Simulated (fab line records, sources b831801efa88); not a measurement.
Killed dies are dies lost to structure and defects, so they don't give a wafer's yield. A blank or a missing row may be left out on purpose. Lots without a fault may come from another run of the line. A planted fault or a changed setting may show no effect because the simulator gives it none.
fab line records | flow sky130
record lots=12 wafers=36 last_day=49
route steps=708 shown SONOS_ONO@172 CONTACT@423 VIA1@479 VIA2@531
lots that met no fault: from a run of the same line without faults
start_h: hours from the record's first day to the start of the lot's first wafer shown | wait_h: hours since the lot's step before | " the same as in the row above | L1.1+2: a row that stands for several wafers | - no value, or no start given | * or withheld: withheld | < > ~ a bound
route shown NAME@n: a module of which the file shows steps, and the number in the route of the first | usual: mean/standard deviation of fault-free wafers | same: alike in all rows | chamber/n: place in a boat | sites: the reading at each site | _std_site: their standard deviation | _edge_site: outer sites' mean less inner sites' | radius_mm: how far each site lies from the wafer's centre | mask NAME#n: copy n | behind: the tool/chamber that last shaped the wafer | hold: why the lot was held/for how many hours/how that ended | device: the transistor (n, p or np) that didn't switch | end of line: the same wafers' tests at the end of the route | a step without rows: its recipe alone | killed: dies lost to structure and defects at the first sort, not the wafer's yield | map: a wafer's dies, x killed, . not, _ none there
set.NAME: the setting as run; set.NAME@STEP: as run at that earlier step | model.NAME: the simulator's own value behind a step, which no gauge read
steps of the route over a sample of lots; a table a step, a row a wafer
services: from which hour (start_h, from the record's first day; less than 0 if before it) a tool's chamber was out of use, for how many hours, and why
## steps
# step SKY_SONOS_ONO_CVD_04
# recipe material=SiO2 precursor=SiH4/N2O target_thk_nm=5.7199 temp_c=900 pressure_mtorr=384.9
# columns lot.wafer tool chamber start_h wait_h
L557.2+3+5 lpcvd-03 1 248.05 0.0
L558.1+3+6 lpcvd-03 1 265.24 0.1
L559.4+5+6 lpcvd-03 0 267.55 0.0
L560.1+5+6 lpcvd-03 1 275.98 0.1
L561.1+3+5 lpcvd-03 1 284.97 0.1
L562.1+2+3 lpcvd-03 1 294.59 0.1
L564.2+3+6 lpcvd-03 0 318.32 0.0
L569.2+4+5 lpcvd-03 1 350.54 0.0
L570.1+2+5 lpcvd-03 0 351.79 0.2
L571.1+3+5 lpcvd-03 1 362.66 0.1
L572.3+4+5 lpcvd-03 1 375.09 0.0
L573.1+2+3 lpcvd-03 0 385.21 0.1
# step SKY_SONOS_ONO_THK_MEAS_05
# recipe reads=SiO2_of_SONOS_ONO_CVD_04
# usual SONOS_ONO_CVD_04_THK=5.52/0.11
# columns lot.wafer tool chamber start_h wait_h hold SONOS_ONO_CVD_04_THK[nm]
L557.2 film_metro-01 - 249.31 0.0 - 5.70
L557.3 " - " " - 5.65
L557.5 " - " " - 5.67
L558.1 film_metro-02 - 266.49 0.0 - 5.63
L558.3 " - " " - 5.50
L558.6 " - " " - 5.64
L559.4 film_metro-04 - 268.83 0.0 - 5.45
L559.5 " - " " - 5.40
L559.6 " - " " - 5.42
L560.1 film_metro-04 - 277.23 0.0 - 5.58
L560.5 " - " " - 5.60
L560.6 " - " " - 5.45
L561.1 film_metro-01 - 286.22 0.0 - 5.28
L561.3 " - " " - 5.38
L561.5 " - " " - 5.38
L562.1 film_metro-04 - 295.84 0.0 - 5.49
L562.2 " - " " - 5.42
L562.3 " - " " - 5.46
L564.2 film_metro-04 - 319.58 0.0 - 5.44
L564.3 " - " " - 5.49
L564.6 " - " " - 5.52
L569.2 film_metro-04 - 351.80 0.0 - 5.45
L569.4 " - " " - 5.47
L569.5 " - " " - 5.50
L570.1 film_metro-02 - 353.04 0.0 - 5.78
L570.2 " - " " - 5.70
L570.5 " - " " - 5.69
L571.1 film_metro-04 - 363.91 0.0 await_dispo/0.2h/release 6.09
L571.3 " - " " await_dispo/0.2h/release 6.08
L571.5 " - " " await_dispo/0.2h/release 6.13
L571.1 film_metro-04 - 364.14 0.2 - 6.02
L571.3 " - " " - 5.98
L571.5 " - " " - 6.11
L572.3 film_metro-01 - 376.36 0.0 await_dispo/0.2h/release 5.86
L572.4 " - " " await_dispo/0.2h/release 5.94
L572.5 " - " " await_dispo/0.2h/release 5.91
L572.3 film_metro-01 - 376.59 0.2 - 5.92
L572.4 " - " " - 5.97
L572.5 " - " " - 5.90
L573.1 film_metro-04 - 386.46 0.0 await_dispo/0.2h/release 6.05
L573.2 " - " " await_dispo/0.2h/release 5.99
L573.3 " - " " await_dispo/0.2h/release 6.07
L573.1 film_metro-04 - 386.69 0.2 - 6.10
L573.2 " - " " - 6.01
L573.3 " - " " - 6.06
# step SKY_CONTACT_ETCH_17
# recipe target=SiO2 chemistry=C4F8/O2/Ar stop_on=Si3N4 mask_material=KrF-thick source_w=1500 bias_w=1200 pressure_mtorr=40 c4f8_flow_sccm=withheld O2_flow_sccm=6 Ar_flow_sccm=300 time_s=withheld target_depth_a=3400
# usual oes_product_au=0.883/0.0043
# columns lot.wafer tool chamber start_h wait_h oes_product_au
L557.2 rie_diel-02 3 723.65 0.0 0.880
L557.3 " 0 " " 0.875
L557.5 " 1 " " 0.890
L558.1 rie_diel-01 1 743.47 0.0 0.883
L558.3 " 2 " " 0.879
L558.6 " 0 " " 0.885
L559.4 rie_diel-02 3 746.16 0.0 0.888
L559.5 " 2 " " 0.881
L559.6 " 1 " " 0.877
L560.1 rie_diel-02 3 753.49 0.0 0.888
L560.5 " 1 " " 0.883
L560.6 " 2 " " 0.880
L561.1 rie_diel-01 1 763.88 0.0 0.878
L561.3 " 2 " " 0.874
L561.5 " 0 " " 0.882
L562.1 rie_diel-01 0 774.92 0.0 0.884
L562.2 " 3 " " 0.881
L562.3 " 1 " " 0.885
L564.2 rie_diel-02 3 795.73 0.0 0.884
L564.3 " 0 " " 0.886
L564.6 " 2 " " 0.882
L569.2 rie_diel-02 3 829.23 0.0 0.881
L569.4 " 3 " " 0.881
L569.5 " 0 " " 0.879
L570.1 rie_diel-02 0 833.15 0.0 0.882
L570.2 " 2 " " 0.888
L570.5 " 2 " " 0.887
L571.1 rie_diel-02 2 840.31 0.0 0.879
L571.3 " 0 " " 0.887
L571.5 " 3 " " 0.884
L572.3 rie_diel-01 3 849.67 0.0 0.887
L572.4 " 2 " " 0.880
L572.5 " 2 " " 0.880
L573.1 rie_diel-03 0 861.72 0.0 0.879
L573.2 " 1 " " 0.873
L573.3 " 2 " " 0.879
# step SKY_VIA1_CVD_21
# recipe material=W target_thk_nm=270 time_s=80.902 temp_c=400 pressure_torr=40
# usual heater_power_w=841/86
# columns lot.wafer tool chamber start_h wait_h heater_power_w
L557.2 cvd_w-02 0 782.98 0.0 835
L557.3 " 1 " " 927
L557.5 " 1 " " 932
L558.1 cvd_w-01 0 800.55 0.0 904
L558.3 " 1 " " 728
L558.6 " 0 " " 921
L559.4 cvd_w-02 1 804.33 0.1 935
L559.5 " 0 " " 829
L559.6 " 1 " " 932
L560.1 cvd_w-01 1 811.45 0.0 740
L560.5 " 0 " " 888
L560.6 " 1 " " 725
L561.1 cvd_w-02 1 820.71 0.0 982
L561.3 " 1 " " 970
L561.5 " 0 " " 831
L562.1 cvd_w-02 0 832.48 0.0 858
L562.2 " 1 " " 947
L562.3 " 0 " " 843
L564.2 cvd_w-02 1 852.71 0.0 963
L564.3 " 0 " " 853
L564.6 " 1 " " 964
L569.2 cvd_w-01 1 885.08 0.0 731
L569.4 " 1 " " 716
L569.5 " 0 " " 888
L570.1 cvd_w-01 0 888.48 0.0 899
L570.2 " 1 " " 722
L570.5 " 1 " " 740
L571.1 cvd_w-02 1 896.01 0.0 984
L571.3 " 1 " " 937
L571.5 " 1 " " 938
L572.3 cvd_w-01 0 905.01 0.1 928
L572.4 " 1 " " 724
L572.5 " 1 " " 728
L573.1 cvd_w-01 1 916.23 0.0 725
L573.2 " 0 " " 913
L573.3 " 1 " " 720
# step SKY_VIA2_CMP_24
# recipe stop_on=SiO2 t_overpolish_s=20 down_force_psi=3.5 platen_rpm=60 target_thk_nm=0 pad_velocity_m_s=0.94248
# usual motor_current_A=11.3/0.77 overpolish_run_s=20.000/0.0086 slurry_filter_dp_kPa=13.49/0.14 time_to_endpoint_s=96/3.1
# columns lot.wafer tool chamber start_h wait_h motor_current_A overpolish_run_s slurry_filter_dp_kPa time_to_endpoint_s
L557.3 cmp-01 2 839.61 0.0 10.7 20.008 13.60 98
L557.2 " 3 " " 11.7 19.986 13.59 96
L557.5 " 2 " " 10.5 20.005 13.55 96
L558.1 cmp-01 3 856.53 0.1 11.9 20.018 13.33 98
L558.3 " 1 " " 11.6 19.994 13.47 96
L558.6 " 0 " " 10.1 20.017 13.38 96
L559.4 cmp-01 2 860.44 0.1 11.4 20.003 13.18 96
L559.6 " 2 " " 11.3 20.002 13.31 94
L559.5 " 3 " " 11.5 20.008 13.37 96
L560.1 cmp-02 2 867.41 0.1 11.7 20.007 13.41 98
L560.6 " 1 " " 12.8 20.003 13.50 98
L560.5 " 2 " " 11.5 19.991 13.39 95
L561.1 cmp-01 2 875.24 0.1 11.0 20.005 13.69 94
L561.3 " 3 " " 12.3 20.000 13.56 97
L561.5 " 2 " " 11.2 20.009 13.50 89
L562.3 cmp-02 1 887.54 0.1 13.1 20.013 13.52 94
L562.2 " 2 " " 11.9 20.019 13.60 94
L562.1 " 3 " " 11.5 20.014 13.68 94
L564.3 cmp-01 1 906.89 0.1 11.4 20.005 13.51 100
L564.2 " 3 " " 12.6 19.989 13.43 99
L564.6 " 0 " " 10.5 20.004 13.33 99
L569.2 cmp-01 1 938.80 0.1 12.4 19.990 13.64 96
L569.4 " 2 " " 10.8 20.001 13.57 96
L569.5 " 0 " " 10.1 20.004 13.63 96
L570.2 cmp-01 2 942.36 0.1 10.5 19.999 13.98 91
L570.1 " 3 " " 11.8 19.999 13.71 94
L570.5 " 0 " " 9.8 20.005 13.58 92
L571.1 cmp-01 1 947.98 0.1 10.6 19.999 13.73 95
L571.3 " 0 " " 10.0 19.994 13.51 92
L571.5 " 1 " " 11.6 19.995 13.38 96
L572.3 cmp-02 2 957.41 0.1 11.2 19.998 13.60 93
L572.4 " 0 " " 11.1 19.999 13.27 94
L572.5 " 1 " " 12.1 20.006 13.66 97
L573.1 cmp-01 2 969.13 1.9 10.6 19.999 13.70 95
L573.3 " 3 " " 11.6 19.997 13.45 96
L573.2 " 0 " " 10.0 19.998 13.36 96
## services
# columns tool chamber start_h hours kind
lpcvd-03 - 237.35 1.9 repair
rie_diel-02 0 293.68 17.4 repair
cmp-01 - 324.55 2.3 repair
cmp-01 - 371.13 4.5 pm
cmp-01 - 404.06 4.0 pm
cmp-01 - 427.03 1.3 repair
cmp-01 - 434.05 0.4 repair
cmp-01 - 454.07 2.9 repair
cmp-01 - 518.57 0.6 repair
cmp-01 - 519.53 33.9 repair
cmp-01 - 554.21 0.8 repair
cmp-01 - 593.78 8.1 repair
cmp-01 - 619.04 1.8 repair
cmp-01 - 659.50 0.4 repair
lpcvd-03 - 683.28 14.6 pm
cmp-01 - 688.42 6.8 repair
cmp-01 - 714.56 2.3 repair
cmp-01 - 736.12 0.6 repair
cmp-01 - 742.25 9.0 pm
cmp-01 - 751.22 4.0 pm
cmp-01 - 842.17 4.5 pm
cmp-01 - 858.89 1.5 repair
lpcvd-03 - 882.70 6.0 pm
cmp-01 - 887.88 0.3 repair
## key
first_sign step=SKY_SONOS_ONO_THK_MEAS_05 reading=visit direction=added
effect step=SKY_SONOS_ONO_THK_MEAS_05 reading=SONOS_ONO_CVD_04_THK direction=up sigmas=4.3 usual=5.52 struck=6.01
met_at SKY_SONOS_ONO_CVD_04
struck_lots L571,L572,L573
tester_left_out L571,L572,L573
not_acting_at SKY_CONTACT_ETCH_17,SKY_VIA1_CVD_21,SKY_VIA2_CMP_24
onset_between 351.79 362.66
also_fits time
fault kind=process_parameter_drift tool=lpcvd-03 chamber=- onset_h=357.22 steps=SKY_SONOS_ONO_CVD_04 channel=target_thk_nm offset=0.48576 shape=step end_h=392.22 stated=5.7199
# tester_left_out: of these lots the tester's yield and bins aren't shown, on N5 and GAA mostly nor the transistor test; their killed dies are dies lost to structure and defects alone, not to doping, threshold or leakage, so they don't give the yield
